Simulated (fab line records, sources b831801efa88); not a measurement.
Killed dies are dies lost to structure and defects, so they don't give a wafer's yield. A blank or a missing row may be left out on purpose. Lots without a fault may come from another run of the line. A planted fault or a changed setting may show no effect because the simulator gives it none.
fab line records | flow sky130
record lots=6 wafers=18 last_day=50
route steps=708 shown VIA4@651 METAL5@661 PAD_OPEN@708
lots that met no fault: from a run of the same line without faults
start_h: hours from the record's first day to the start of the lot's first wafer shown | wait_h: hours since the lot's step before | " the same as in the row above | L1.1+2: a row that stands for several wafers | - no value, or no start given | * or withheld: withheld | < > ~ a bound
route shown NAME@n: a module of which the file shows steps, and the number in the route of the first | usual: mean/standard deviation of fault-free wafers | same: alike in all rows | chamber/n: place in a boat | sites: the reading at each site | _std_site: their standard deviation | _edge_site: outer sites' mean less inner sites' | radius_mm: how far each site lies from the wafer's centre | mask NAME#n: copy n | behind: the tool/chamber that last shaped the wafer | hold: why the lot was held/for how many hours/how that ended | device: the transistor (n, p or np) that didn't switch | end of line: the same wafers' tests at the end of the route | a step without rows: its recipe alone | killed: dies lost to structure and defects at the first sort, not the wafer's yield | map: a wafer's dies, x killed, . not, _ none there
set.NAME: the setting as run; set.NAME@STEP: as run at that earlier step | model.NAME: the simulator's own value behind a step, which no gauge read
lots at some steps of the route; a table a step, a row a wafer
services: from which hour (start_h, from the record's first day; less than 0 if before it) a tool's chamber was out of use, for how many hours, and why
## steps
# step SKY_VIA4_ETCH_12
# recipe target=SiO2 chemistry=C4F8/O2/Ar stop_on=TiN mask_material=NOVOLAK source_w=1500 bias_w=1200 pressure_mtorr=40 c4f8_flow_sccm=withheld O2_flow_sccm=6 Ar_flow_sccm=300 time_s=withheld target_depth_a=5800
# step SKY_VIA4_STRIP_13
# recipe chemistry=O2/N2 power_w=1400 pressure_mtorr=1500 platen_temp_c=withheld o2_flow_sccm=3000 n2_flow_sccm=300 overash_fraction=0.5
# usual drypump_motor_current_A=5.5/0.34 oes_product_au=0.709/0.0046 strip_time_to_endpoint_s=12.801/0.027
# columns lot.wafer tool chamber start_h wait_h drypump_motor_current_A oes_product_au rf_hours_counter_h strip_time_to_endpoint_s
L179.1 plasma_asher-04 0 1052.21 - 6.1 0.715 118 12.818
L179.2 " 1 " " 5.6 0.710 118 12.779
L179.5 " 1 " " 5.7 0.707 - 12.809
L181.2 plasma_asher-02 1 1055.11 - 5.1 0.712 29 12.769
L181.4 " 1 " " 5.1 0.702 - 12.801
L181.5 " 1 " " 5.2 0.707 - 12.823
L190.1 plasma_asher-02 1 1094.65 - 5.1 0.708 34 12.804
L190.2 " 0 " " 5.6 0.709 34 12.807
L190.4 " 1 " " 5.1 0.710 - 12.820
L193.2 plasma_asher-01 1 1115.73 - 5.6 0.707 68 12.830
L193.5 " 1 " " 5.5 0.716 - 12.773
L193.6 " 0 " " 5.1 0.713 - 12.830
L196.2 plasma_asher-02 1 1125.61 - 5.1 0.714 37 12.833
L196.3 " 1 " " 5.1 0.704 - 12.734
L196.4 " 0 " " 5.6 0.712 - 12.838
L197.3 plasma_asher-02 0 1133.78 - 5.7 0.717 - 12.791
L197.4 " 1 " " 5.2 0.706 - 12.772
L197.6 " 1 " " 5.1 0.708 - 12.773
# step SKY_VIA4_STRIP_14
# recipe chemistry=post_etch_residue_remover time_s=1200 temp_c=72.5
# step SKY_VIA4_CLEAN_15
# recipe chemistry=IPA time_s=180 temp_c=25
# step SKY_VIA4_CLEAN_16
# recipe chemistry=O3/DIW dry=n2_spin
# step SKY_VIA4_SPUTTER_17
# recipe material=TiN target_thk_nm=20 chamber_pressure_pa=5 power_w=4000 time_s=80
# usual throttle_valve_pct=30.1/0.71
# columns lot.wafer tool chamber start_h wait_h throttle_valve_pct
L179.1 pvd_sputter-03 - 1052.80 0.0 30.1
L179.2 " - " " 30.9
L179.5 " - " " 30.1
L181.2 pvd_sputter-03 - 1055.71 0.0 30.7
L181.4 " - " " 30.5
L181.5 " - " " 30.7
L190.1 pvd_sputter-04 - 1095.28 0.0 29.0
L190.2 " - " " 30.9
L190.4 " - " " 29.7
L193.2 pvd_sputter-04 - 1116.37 0.0 30.8
L193.5 " - " " 30.1
L193.6 " - " " 29.1
L196.2 pvd_sputter-01 - 1126.20 0.0 29.4
L196.3 " - " " 31.2
L196.4 " - " " 28.8
L197.3 pvd_sputter-03 - 1134.34 0.0 30.5
L197.4 " - " " 30.5
L197.6 " - " " 30.0
# step SKY_VIA4_CVD_18
# recipe material=W target_thk_nm=505 time_s=152.14 temp_c=400 pressure_torr=40
# usual heater_power_w=809/83
# columns lot.wafer tool chamber start_h wait_h heater_power_w
L179.1 cvd_w-01 0 1052.86 0.0 842
L179.2 " 1 " " 707
L179.5 " 0 " " 813
L181.2 cvd_w-02 0 1055.77 0.0 913
L181.4 " 0 " " 899
L181.5 " 1 " " 927
L190.1 cvd_w-01 1 1095.34 0.0 721
L190.2 " 0 " " 825
L190.4 " 1 " " 715
L193.2 cvd_w-01 0 1116.43 0.0 839
L193.5 " 1 " " 720
L193.6 " 0 " " 825
L196.2 cvd_w-01 0 1126.26 0.0 831
L196.3 " 0 " " 828
L196.4 " 1 " " 706
L197.3 cvd_w-01 1 1134.45 0.1 704
L197.4 " 0 " " 826
L197.6 " 1 " " 727
# step SKY_VIA4_RS_MEAS_19
# recipe thk_meas_gauge=four-point-probe reads=W_of_VIA4_CVD_18+TiN_of_VIA4_SPUTTER_17
# usual VIA4_W_RS=0.2272/0.0023
# columns lot.wafer tool chamber start_h wait_h VIA4_W_RS[ohm/sq]
L179.1 film_metro-04 - 1053.01 0.1 0.2262
L179.2 " - " " 0.2280
L179.5 " - " " 0.2284
L181.2 film_metro-01 - 1055.94 0.1 0.2290
L181.4 " - " " 0.2246
L181.5 " - " " 0.2275
L190.1 film_metro-04 - 1095.49 0.1 0.2279
L190.2 " - " " 0.2268
L190.4 " - " " 0.2263
L193.2 film_metro-02 - 1116.60 0.1 0.2278
L193.5 " - " " 0.2278
L193.6 " - " " 0.2282
L196.2 film_metro-02 - 1126.43 0.1 0.2269
L196.3 " - " " 0.2273
L196.4 " - " " 0.2253
L197.3 film_metro-01 - 1134.60 0.1 0.2263
L197.4 " - " " 0.2293
L197.6 " - " " 0.2272
# step SKY_VIA4_THK_MEAS_20
# recipe thk_meas_gauge=xrf reads=W_of_VIA4_CVD_18
# usual VIA4_W_THK=504/5.9
# columns lot.wafer tool chamber start_h wait_h VIA4_W_THK[nm]
L179.1 film_metro-04 - 1053.13 0.1 512
L179.2 " - " " 507
L179.5 " - " " 505
L181.2 film_metro-01 - 1056.05 0.1 504
L181.4 " - " " 512
L181.5 " - " " 505
L190.1 film_metro-04 - 1095.61 0.1 503
L190.2 " - " " 505
L190.4 " - " " 509
L193.2 film_metro-02 - 1116.71 0.1 503
L193.5 " - " " 502
L193.6 " - " " 501
L196.2 film_metro-02 - 1126.54 0.1 503
L196.3 " - " " 498
L196.4 " - " " 504
L197.3 film_metro-01 - 1134.70 0.1 503
L197.4 " - " " 496
L197.6 " - " " 500
# step SKY_VIA4_CMP_21
# recipe stop_on=SiO2 t_overpolish_s=25 down_force_psi=3.5 platen_rpm=60 target_thk_nm=0 pad_velocity_m_s=0.94248
# usual head_pressure_psi=3.500/0.0075 motor_current_A=11.0/0.94 overpolish_run_s=25.000/0.0085 slurry_flow_ml_min=150.0/0.51 time_to_endpoint_s=122/4
# columns lot.wafer tool chamber start_h wait_h head_pressure_psi motor_current_A overpolish_run_s slurry_flow_ml_min time_to_endpoint_s
L179.1 cmp-01 3 1053.24 0.1 3.507 9.0 24.993 150.6 125
L179.2 " 0 " " 3.510 11.1 24.999 150.1 123
L179.5 " 3 " " 3.501 9.3 24.995 150.2 126
L181.2 cmp-01 2 1056.15 0.1 3.503 12.0 24.992 149.0 124
L181.4 " 3 " " 3.493 9.3 24.997 150.2 126
L181.5 " 1 " " 3.507 10.3 24.999 150.7 123
L190.2 cmp-01 0 1095.67 0.0 3.503 11.6 25.001 149.8 124
L190.4 " 1 " " 3.492 10.7 25.013 150.0 120
L190.1 " 3 " " 3.508 9.5 25.001 151.0 125
L193.2 cmp-01 3 1116.76 0.0 3.505 9.5 25.010 149.9 124
L193.6 " 3 " " 3.501 9.5 25.006 149.6 124
L193.5 " 0 " " 3.503 12.0 24.995 150.2 121
L196.2 cmp-02 3 1126.59 0.0 3.503 10.9 25.007 150.3 120
L196.3 " 0 " " 3.504 11.7 24.991 150.3 125
L196.4 " 1 " " 3.495 12.3 25.006 149.5 120
L197.4 cmp-01 1 1134.79 0.1 3.496 10.3 25.002 149.6 119
L197.3 " 3 " " 3.497 9.1 24.988 149.7 121
L197.6 " 1 " " 3.497 10.8 24.997 149.6 117
# step SKY_METAL5_SPUTTER_00
# recipe material=Ti target_thk_nm=15 power_w=3000 time_s=10 chamber_pressure_pa=0.4
# usual throttle_valve_pct=29.9/0.81
# columns lot.wafer tool chamber start_h wait_h throttle_valve_pct
L179.1 pvd_sputter-02 - 1053.49 0.2 30.4
L179.2 " - " " 30.5
L179.5 " - " " 29.5
L181.2 pvd_sputter-04 - 1056.40 0.2 28.8
L181.4 " - " " 30.2
L181.5 " - " " 29.8
L190.1 pvd_sputter-02 - 1095.97 0.1 30.3
L190.2 " - " " 30.1
L190.4 " - " " 28.6
L193.2 pvd_sputter-02 - 1117.06 0.2 29.8
L193.5 " - " " 30.2
L193.6 " - " " 30.3
L196.2 pvd_sputter-04 - 1126.89 0.2 30.3
L196.3 " - " " 28.8
L196.4 " - " " 31.1
L197.3 pvd_sputter-01 - 1135.06 0.1 29.7
L197.4 " - " " 31.3
L197.6 " - " " 30.5
# step SKY_METAL5_SPUTTER_01
# recipe material=TiN target_thk_nm=20 power_w=6500 time_s=16.7 chamber_pressure_pa=0.4
# step SKY_METAL5_SPUTTER_02
# recipe material=AlCu target_thk_nm=1150 power_w=10600 time_s=61.2 chamber_pressure_pa=0.4
# usual throttle_valve_pct=29.9/0.83
# columns lot.wafer tool chamber start_h wait_h throttle_valve_pct model.AlCu_of_METAL5_SPUTTER_02.thk_nm
L179.1 pvd_sputter-02 - 1053.54 0.0 30.1 1143
L179.2 " - " " 30.9 1149
L179.5 " - " " 29.9 1137
L181.2 pvd_sputter-04 - 1056.45 0.0 28.8 1143
L181.4 " - " " 29.9 1147
L181.5 " - " " 30.2 1148
L190.1 pvd_sputter-02 - 1096.02 0.0 30.7 1140
L190.2 " - " " 30.3 1145
L190.4 " - " " 28.6 1482
L193.2 pvd_sputter-02 - 1117.11 0.0 29.8 1149
L193.5 " - " " 30.2 1146
L193.6 " - " " 30.7 1481
L196.2 pvd_sputter-04 - 1126.94 0.0 30.2 1149
L196.3 " - " " 28.8 1152
L196.4 " - " " 30.8 1159
L197.3 pvd_sputter-01 - 1135.11 0.0 29.6 1158
L197.4 " - " " 31.4 1152
L197.6 " - " " 30.4 1145
# step SKY_METAL5_SPUTTER_03
# recipe material=Ti target_thk_nm=5 power_w=3000 time_s=3.3 chamber_pressure_pa=0.4
# step SKY_METAL5_SPUTTER_04
# recipe material=TiN target_thk_nm=70 power_w=6500 time_s=58.3 chamber_pressure_pa=0.4
# step SKY_METAL5_RS_MEAS_05
# recipe thk_meas_gauge=four-point-probe reads=TiN_of_METAL5_SPUTTER_04+Ti_of_METAL5_SPUTTER_03+AlCu_of_METAL5_SPUTTER_02+TiN_of_METAL5_SPUTTER_01+Ti_of_METAL5_SPUTTER_00
# usual METAL5_ALCU_RS=0.0271/0.00019
# columns lot.wafer tool chamber start_h wait_h METAL5_ALCU_RS[ohm/sq]
L179.1 film_metro-02 - 1053.66 0.0 0.02722
L179.2 " - " " 0.0271
L179.5 " - " " 0.02741
L181.2 film_metro-02 - 1056.59 0.0 0.02724
L181.4 " - " " 0.02723
L181.5 " - " " 0.02712
L190.1 film_metro-03 - 1096.14 0.0 0.02733
L190.2 " - " " 0.02723
L190.4 " - " " 0.02098
L193.2 film_metro-02 - 1117.25 0.0 0.02709
L193.5 " - " " 0.02717
L193.6 " - " " 0.021
L196.2 film_metro-04 - 1127.08 0.0 0.02711
L196.3 " - " " 0.02701
L196.4 " - " " 0.02687
L197.3 film_metro-03 - 1135.27 0.1 0.02695
L197.4 " - " " 0.02707
L197.6 " - " " 0.02731
# step SKY_METAL5_THK_MEAS_06
# recipe thk_meas_gauge=xrf reads=AlCu_of_METAL5_SPUTTER_02
# usual METAL5_ALCU_THK=1163/11
# columns lot.wafer tool chamber start_h wait_h METAL5_ALCU_THK[nm]
L179.1 film_metro-02 - 1053.78 0.1 1151
L179.2 " - " " 1148
L179.5 " - " " 1141
L181.2 film_metro-02 - 1056.70 0.1 1148
L181.4 " - " " 1156
L181.5 " - " " 1155
L190.1 film_metro-03 - 1096.26 0.1 1159
L190.2 " - " " 1166
L190.4 " - " " 1502
L193.2 film_metro-02 - 1117.36 0.1 1155
L193.5 " - " " 1153
L193.6 " - " " 1482
L196.2 film_metro-04 - 1127.19 0.1 1159
L196.3 " - " " 1162
L196.4 " - " " 1170
L197.3 film_metro-03 - 1135.37 0.1 1170
L197.4 " - " " 1165
L197.6 " - " " 1162
# step SKY_METAL5_DEHYDRATE_07
# recipe temp_c=200 time_s=60
# step SKY_METAL5_HMDS_08
# recipe prime_time_s=60 prime_temp_c=120
# step SKY_METAL5_COAT_09
# recipe resist=NOVOLAK spin_rpm=3000 resist_thk_nm=1800
# step SKY_METAL5_SOFTBAKE_10
# recipe temp_c=90 time_s=60 resist=NOVOLAK
# step SKY_METAL5_EXPOSE_11
# recipe mask_id=MM5 na=0.6 source_shape=conventional sigma_outer=0.6 polarization=unpolarized target_cd_nm=1600 dose_mj=190
# step SKY_METAL5_PEB_12
# recipe temp_c=withheld time_s=* resist=NOVOLAK
# step SKY_METAL5_DEVELOP_13
# recipe resist=NOVOLAK developer=TMAH develop_time_s=60 dev_temp_c=23
# step SKY_METAL5_DESCUM_14
# recipe chemistry=O2 source_power_w=150 bias_power_w=0 pressure_mtorr=10 temp_c=40 time_s=11
# step SKY_METAL5_METAL_ETCH_15
# recipe target_depth_a=12600 stop_on=SiO2 over_etch_frac=0.2 time_s=252 chemistry=Cl2/BCl3 resist_sidewall_deg=86 pressure_mtorr=10 icp_w=900 bias_w=48.5 Cl2_flow_sccm=60 bcl3_flow_sccm=30
# usual drypump_motor_current_A=5.8/0.33 oes_product_au=0.894/0.0051 throttle_valve_pct=22.264/0.0092
# columns lot.wafer tool chamber start_h wait_h drypump_motor_current_A oes_product_au rf_hours_counter_h throttle_valve_pct
L179.1 rie_metal-03 1 1074.78 0.0 5.6 0.885 17 22.253
L179.2 " 0 " " 5.6 0.891 1 22.269
L179.5 " 0 " " 5.6 0.901 - 22.261
L181.2 rie_metal-04 0 1077.88 0.0 5.4 0.888 14 22.264
L181.4 " 0 " " 5.4 0.891 - 22.257
L181.5 " 0 " " 5.4 0.887 - 22.271
L190.1 rie_metal-03 1 1115.57 0.0 5.6 0.897 20 22.268
L190.2 " 0 " " 5.6 0.890 4 22.262
L190.4 " 1 " " 5.6 1.001 - 22.250
L193.2 rie_metal-01 0 1136.73 0.0 6.2 0.895 18 22.277
L193.5 " 0 " " 6.2 0.902 - 22.266
L193.6 " 1 " " 6.1 0.996 - 22.276
L196.2 rie_metal-04 1 1146.09 0.0 6.4 0.890 21 22.259
L196.3 " 1 " " 6.3 0.893 - 22.246
L196.4 " 0 " " 5.4 0.897 - 22.266
L197.3 rie_metal-03 1 1152.86 0.1 5.6 0.885 - 22.250
L197.4 " 0 " " 5.6 0.896 - 22.281
L197.6 " 1 " " 5.6 0.895 - 22.271
# step SKY_METAL5_STRIP_16
# recipe chemistry=O2/N2 power_w=1400 pressure_mtorr=1500 platen_temp_c=withheld o2_flow_sccm=3000 n2_flow_sccm=300 overash_fraction=0.5
# step SKY_PAD_OPEN_PROBE_99
# usual defect_limited_yield=82.2/1.9 killed_at_M0_to_M3=43/6.5 killed_at_M4_up=3.5/1.9 killed_at_contacts=24/5.4 killed_at_front_end=16/4.8 killed_at_other=0.4/0.64 killed_dies=87/9.4 killed_on_rim=18/4.1 killed_open=47/7 killed_short=40/6.3 sort_bin_3_pad_short=0.9/0.4 sort_bin_5_function=10.5/1.4 sort_bin_6_memory=6.3/1.1 sort_n_pass=405/9.4 sort_yield_pct=82.2/1.9
# same gross_dies=492 killed_at_back_side=0 sort_bin_4_leakage[%]=0 sort_bin_8_speed[%]=0
# columns lot.wafer tool chamber start_h wait_h defect_limited_yield[%] killed_at_M0_to_M3 killed_at_M4_up killed_at_contacts killed_at_front_end killed_at_other killed_dies killed_on_rim killed_open killed_short sort_bin_3_pad_short[%] sort_bin_5_function[%] sort_bin_6_memory[%] sort_n_pass sort_yield_pct[%]
L179.1 prober-01 - 1118.85 0.1 83.5 36 2 27 15 1 81 10 42 39 0.8 9.1 6.5 411 83.5
L179.2 prober-01 - 1118.90 0.1 82.9 38 2 23 19 2 84 19 41 41 1.4 8.9 6.7 408 82.9
L179.5 prober-01 - 1119.05 0.2 83.7 33 7 23 17 0 80 21 37 43 1.0 10.0 5.3 412 83.7
L181.2 prober-01 - 1123.06 0.1 82.3 49 3 18 17 0 87 13 57 28 0.8 9.8 7.1 405 82.3
L181.4 prober-01 - 1123.16 0.2 80.5 46 5 17 28 0 96 23 50 44 1.0 11.4 7.1 396 80.5
L181.5 prober-01 - 1123.21 0.2 79.9 41 6 29 22 1 99 23 51 45 1.2 11.8 7.1 393 79.9
L190.1 prober-01 - 1157.31 0.1 81.1 55 6 25 6 1 93 16 55 38 1.4 10.2 7.3 399 81.1
L190.2 prober-01 - 1157.36 0.1 79.1 52 5 33 13 0 103 21 57 46 1.4 12.0 7.5 389 79.1
L190.4 prober-01 - 1157.46 0.2 22.8 37 311 22 10 0 380 75 36 35 0.4 72.2 4.7 112 22.8
L193.2 prober-02 - 1174.64 0.1 83.5 38 6 14 23 0 81 19 46 35 1.0 8.9 6.5 411 83.5
L193.5 prober-02 - 1174.79 0.2 82.3 37 3 29 17 1 87 19 47 39 0.2 11.8 5.7 405 82.3
L193.6 prober-02 - 1174.84 0.2 14.4 43 340 13 24 1 421 65 37 46 0.8 79.5 5.3 71 14.4
L196.2 prober-01 - 1184.43 0.1 81.9 38 2 33 16 0 89 20 53 36 1.0 10.6 6.5 403 81.9
L196.3 prober-01 - 1184.48 0.2 83.3 37 3 21 21 0 82 17 51 31 0.6 12.0 4.1 410 83.3
L196.4 prober-01 - 1184.53 0.2 83.1 43 3 25 12 0 83 19 42 39 0.4 11.0 5.5 409 83.1
L197.3 prober-02 - 1188.91 0.2 84.6 39 7 19 11 0 76 17 40 36 1.4 9.3 4.7 416 84.6
L197.4 prober-02 - 1188.96 0.2 83.3 40 1 25 16 0 82 20 43 39 1.4 8.3 6.9 410 83.3
L197.6 prober-02 - 1189.06 0.2 82.5 37 4 32 13 0 86 20 36 48 1.4 9.6 6.5 406 82.5
# killed by level:class
L179.1 CONTACT:geometric_particle:open=13 VIA1:geometric_particle:open=7 CONTACT:geometric_particle:short=6 LI_CONTACT:geometric_particle:open=5 FIELD_ISO:geometric_particle:open=4 POLY_GATE:geometric_particle:short=4 VIA2:geometric_particle:open=4 METAL3:geometric_particle:short=4
L179.2 VIA2:geometric_particle:open=11 LOCAL_INTERCONNECT:geometric_particle:short=9 CONTACT:geometric_particle:open=7 METAL1:geometric_particle:short=5 LI_CONTACT:geometric_particle:open=5 METAL2:geometric_particle:short=5 VIA2:geometric_particle:short=5 VIA3:geometric_particle:open=5
L179.5 VIA1:geometric_particle:open=6 LI_CONTACT:geometric_particle:open=5 LOCAL_INTERCONNECT:geometric_particle:short=5 CONTACT:geometric_particle:short=5 CONTACT:geometric_particle:open=5 VIA2:geometric_particle:short=5 METAL4:geometric_particle:short=5 FIELD_ISO:geometric_particle:open=4
L181.2 CONTACT:geometric_particle:open=10 METAL1:geometric_particle:short=9 VIA1:geometric_particle:open=9 VIA3:geometric_particle:open=8 VIA2:geometric_particle:open=7 LI_CONTACT:geometric_particle:open=6 FIELD_ISO:geometric_particle:open=4 FIELD_ISO:geometric_particle:short=4
L181.4 VIA1:geometric_particle:open=11 FIELD_ISO:geometric_particle:open=8 CONTACT:geometric_particle:open=6 METAL2:geometric_particle:short=6 FIELD_ISO:geometric_particle:short=5 VIA1:geometric_particle:short=5 METAL1:geometric_particle:short=5 VIA3:geometric_particle:short=4
L181.5 CONTACT:geometric_particle:short=9 VIA2:geometric_particle:open=9 CONTACT:geometric_particle:open=8 VIA3:geometric_particle:open=8 FIELD_ISO:geometric_particle:open=7 METAL4:geometric_particle:short=6 POLY_GATE:geometric_particle:open=5 LI_CONTACT:geometric_particle:open=5
L190.1 VIA2:geometric_particle:open=13 CONTACT:geometric_particle:open=10 VIA1:geometric_particle:open=9 VIA3:geometric_particle:open=8 LI_CONTACT:geometric_particle:open=7 METAL1:geometric_particle:short=7 CONTACT:geometric_particle:short=5 METAL4:geometric_particle:short=5
L190.2 CONTACT:geometric_particle:open=15 VIA1:geometric_particle:open=10 VIA2:geometric_particle:open=9 METAL2:geometric_particle:short=8 LI_CONTACT:geometric_particle:open=5 LOCAL_INTERCONNECT:geometric_particle:short=5 METAL1:geometric_particle:short=5 CONTACT:geometric_particle:short=5
L190.4 METAL5:area_etch=309 CONTACT:geometric_particle:open=9 METAL1:geometric_particle:short=6 VIA3:geometric_particle:short=5 VIA3:geometric_particle:open=5 FIELD_ISO:geometric_particle:short=4 LI_CONTACT:geometric_particle:open=4 LOCAL_INTERCONNECT:geometric_particle:short=4
L193.2 VIA3:geometric_particle:open=8 METAL1:geometric_particle:short=7 POLY_GATE:geometric_particle:open=6 POLY_GATE:geometric_particle:short=5 CONTACT:geometric_particle:open=5 VIA2:geometric_particle:open=5 FIELD_ISO:geometric_particle:open=4 FIELD_ISO:geometric_particle:short=4
L193.5 LI_CONTACT:geometric_particle:open=10 CONTACT:geometric_particle:open=10 VIA3:geometric_particle:open=8 METAL2:geometric_particle:short=6 FIELD_ISO:geometric_particle:open=5 CONTACT:geometric_particle:short=5 VIA1:geometric_particle:short=5 POLY_GATE:geometric_particle:open=4
L193.6 METAL5:area_etch=337 POLY_GATE:geometric_particle:short=9 METAL1:geometric_particle:short=9 FIELD_ISO:geometric_particle:open=6 VIA3:geometric_particle:short=6 VIA3:geometric_particle:open=5 FIELD_ISO:geometric_particle:short=4 LI_CONTACT:geometric_particle:open=4
L196.2 LI_CONTACT:geometric_particle:open=11 CONTACT:geometric_particle:open=11 METAL1:geometric_particle:short=7 VIA2:geometric_particle:open=7 CONTACT:geometric_particle:short=6 VIA3:geometric_particle:open=6 POLY_GATE:geometric_particle:short=5 FIELD_ISO:geometric_particle:short=4
L196.3 VIA3:geometric_particle:open=9 CONTACT:geometric_particle:open=8 VIA1:geometric_particle:open=7 VIA2:geometric_particle:open=7 POLY_GATE:geometric_particle:short=5 POLY_GATE:geometric_particle:open=5 LI_CONTACT:geometric_particle:open=5 FIELD_ISO:geometric_particle:open=4
L196.4 CONTACT:geometric_particle:open=10 CONTACT:geometric_particle:short=8 VIA1:geometric_particle:open=8 VIA2:geometric_particle:open=7 METAL2:geometric_particle:short=6 VIA3:geometric_particle:open=6 VIA1:geometric_particle:short=5 LI_CONTACT:geometric_particle:open=4
L197.3 VIA1:geometric_particle:open=10 LI_CONTACT:geometric_particle:open=9 METAL2:geometric_particle:short=6 METAL4:geometric_particle:short=5 FIELD_ISO:geometric_particle:open=4 VIA1:geometric_particle:short=4 CONTACT:geometric_particle:short=4 METAL1:geometric_particle:short=4
L197.4 VIA1:geometric_particle:open=10 CONTACT:geometric_particle:open=8 CONTACT:geometric_particle:short=7 LI_CONTACT:geometric_particle:open=5 VIA3:geometric_particle:short=5 METAL1:geometric_particle:short=5 VIA1:geometric_particle:short=5 FIELD_ISO:geometric_particle:open=4
L197.6 CONTACT:geometric_particle:open=10 CONTACT:geometric_particle:short=8 METAL1:geometric_particle:short=7 VIA1:geometric_particle:open=7 LI_CONTACT:geometric_particle:open=6 LOCAL_INTERCONNECT:geometric_particle:short=5 VIA3:geometric_particle:short=4 METAL2:geometric_particle:short=4
# map L190.4 (x killed, . not)
__________xxxxxxxxxx_________
________xx.xxxxxxxxxxx_______
______xxxxxxxxxxxxxx.xxx_____
_____.xxxxx.xxxxxxxxx.xx.____
____xxxxxxxxxxxxxxxxx.xx.x___
___xxxx.xxxxxxxxxxxxxxxxx.x__
__xxx.xxxxxxxxxxxxxxxxxxxxx._
_x.xxx....xxxxxxxxxx..x....xx
_xxxxx..xxxxx.xxxx.xxxxxxxxxx
_.x..x.xxxxx.xxxxxxxxx.xxxxxx
_x..xxxx.xxxxx.x..x.xx.x.x..x
_.xxxxxx..xx.xx.xx.xxxxxx.xx.
_xxxxxxxxxxx..xxxxxxxxx...xx.
_xxxxxxxxxxxxxx...xxxxxxxx.x.
_xxxxxxxxxxx...xxxx.xxxx..x.x
__x.xxxxxx.xx..xxx..x.xxx.xx_
___xxxxxxxx...x..xx.xxxxxxx__
____xxxxx...xxxxx.xx.xxxx.___
_____.xxxxx.....xxxxxxxx.____
______xxx......x.xxxxxxx_____
________.x...x.x.xxxxx_______
__________x.x.xxxxxx_________
# map L193.6 (x killed, . not)
__________.x.xxx...._________
________.......xxx.xxx_______
______x.....xxxxxxxxxxxx_____
_____...xxxxxxxxxxxxxxxxx____
____xxxx..x.xxxxxxxxxxxxxx___
___xx..xx...xxxxxxxxxxxx...__
__xxxxxxx.xxxxxxxxxxxxxxxxx._
_xxxxxxxxxxxxxxxxxxxxxxxxxxx.
_xxxxxxxxxxxxxxxxxxxxxx.x..x.
_xxxxxxxxxxxxxxxxxxxxxxxxxxx.
_xxx.xxxxxxxxxxxxxxxxxxxxxxxx
_xxxxxxxxxxxxxxxxxxxxxxxxxxxx
_xxxxxxxxxxxxxxxxxxxxxxx.xxxx
_.x.x...x..xxxxxxxxxxxxxxxxxx
_.....xxx.xxxxxxxxxxxxxxxxxxx
__xxxxxxx.xxxxxxxxxxxxxxxxxx_
___x.xxx.xxxxxxxxxxxxxxxxx.__
____x.xxxxxxxxxxxxxxxxxxxx___
_____xxxxxxxxxxxxxxxxxxxx____
______xxxxxxxxxxx.x.xxxx_____
________xxxxxxxxx....x_______
__________xxxxx.x..._________
## services
# columns tool chamber start_h hours kind
rie_metal-03 0 1037.80 - clean
rie_metal-03 0 1037.80 22.1 scheduled_down
rie_metal-03 0 1037.80 22.1 vent_cycle
plasma_asher-04 - 1039.34 0.6 repair
plasma_asher-04 - 1045.70 1.9 repair
plasma_asher-04 - 1055.25 9.0 pm
plasma_asher-04 0 1055.25 9.0 vent_cycle
plasma_asher-04 1 1055.25 9.0 vent_cycle
plasma_asher-01 - 1056.79 20.1 repair
cmp-02 - 1068.86 0.3 repair
cmp-01 - 1076.72 0.4 repair
cmp-01 - 1081.59 4.0 pm
rie_metal-03 - 1081.76 0.7 repair
plasma_asher-02 - 1082.03 0.9 repair
pvd_sputter-02 - 1084.25 1.9 repair
cmp-01 - 1085.59 - consumable_replace:conditioner
cmp-01 - 1085.59 - consumable_replace:pad
cmp-02 - 1091.41 5.5 repair
pvd_sputter-01 - 1097.50 1.3 repair
cmp-02 - 1101.00 1.1 repair
cvd_w-02 - 1114.77 6.0 pm
rie_metal-03 1 1123.01 1.9 repair
cmp-01 - 1135.68 1.6 repair
plasma_asher-02 - 1143.23 0.8 repair
## key
first_sign step=SKY_METAL5_RS_MEAS_05 reading=METAL5_ALCU_RS direction=down sigmas=31 usual=0.0271 struck=0.02099
effect step=SKY_METAL5_THK_MEAS_06 reading=METAL5_ALCU_THK direction=up sigmas=29 usual=1163 struck=1492
effect step=SKY_METAL5_METAL_ETCH_15 reading=oes_product_au direction=up sigmas=20 usual=0.894 struck=0.998
effect step=SKY_PAD_OPEN_PROBE_99 reading=killed_at_M4_up direction=up sigmas=99+ usual=3.5 struck=325.5
model_effect step=SKY_METAL5_SPUTTER_02 value=AlCu_of_METAL5_SPUTTER_02.thk_nm without=1149 struck=1481
more_kills_born_at SKY_METAL5_METAL_ETCH_15@rie_metal-01=337 SKY_METAL5_METAL_ETCH_15@rie_metal-03=309
met_at SKY_METAL5_SPUTTER_02
struck_wafers L190.4,L193.6
later_rows_left_out L190.4,L193.6
onset_between 1053.54 1096.02
fault kind=process_parameter_drift tool=pvd_sputter-02 chamber=- onset_h=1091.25 steps=SKY_METAL5_SPUTTER_02 channel=target_thk_nm offset=331.89 shape=step end_h=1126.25 scope=struck_wafers_only acts_in=these_recipes_only stated=1150
# later_rows_left_out: the simulator's readings of these wafers behind a module that went badly wrong aren't trusted and aren't shown, but for the sort
